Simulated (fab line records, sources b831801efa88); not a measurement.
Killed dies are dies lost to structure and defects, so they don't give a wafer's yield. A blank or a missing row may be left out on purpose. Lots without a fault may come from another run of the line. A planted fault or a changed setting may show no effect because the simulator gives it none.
Which tool did it? | flow sky130 | 7 lots, 21 wafers sampled, at 1 step of a route of 708

WHAT THE GAUGES READ, wafer by wafer
SKY_LI_CONTACT_RS_MEAS_22: measures by four-point-probe.
lot  | measured     | on            | LI_CONTACT_W_RS (ohm/sq)
L741 | day 29 15:25 | film_metro-03 | 0.289 0.287 0.286
L743 | day 30 14:08 | film_metro-03 | 0.289 0.290 0.289
L744 | day 31 03:14 | film_metro-01 | 0.284 0.279 0.277
L754 | day 34 22:47 | film_metro-04 | 0.277 0.283 0.274
L753 | day 35 09:13 | film_metro-01 | 0.280 0.287 0.283
L757 | day 35 17:31 | film_metro-01 | 0.281 0.281 0.282
L760 | day 36 11:02 | film_metro-01 | 0.280 0.286 0.277

WHICH TOOL RAN EACH LOT (tool, then ch and the chambers of the sampled wafers, then the start)
The record holds no process step before these readings.

THE ANSWER, worked out from the rows above alone
Rule: what is usual is taken from the lots themselves. Put in order of their means at a reading, lots are off if they are a third of the lots or fewer, leave a main group of 4 or more, and stand apart from it by a gap of 3 or more times the standard deviation of the main group's means; of several such gaps the widest counts. A main group whose means are all the same, to the digits that the tables above print for the reading, isn't used. A lot without any number at a reading at which 4 lots or more have one is off too. The other lots that the step has rows for count as sound.
No lot is off at any reading shown: from this, nothing can be told.

WHAT THE SIMULATOR HAD PUT IN
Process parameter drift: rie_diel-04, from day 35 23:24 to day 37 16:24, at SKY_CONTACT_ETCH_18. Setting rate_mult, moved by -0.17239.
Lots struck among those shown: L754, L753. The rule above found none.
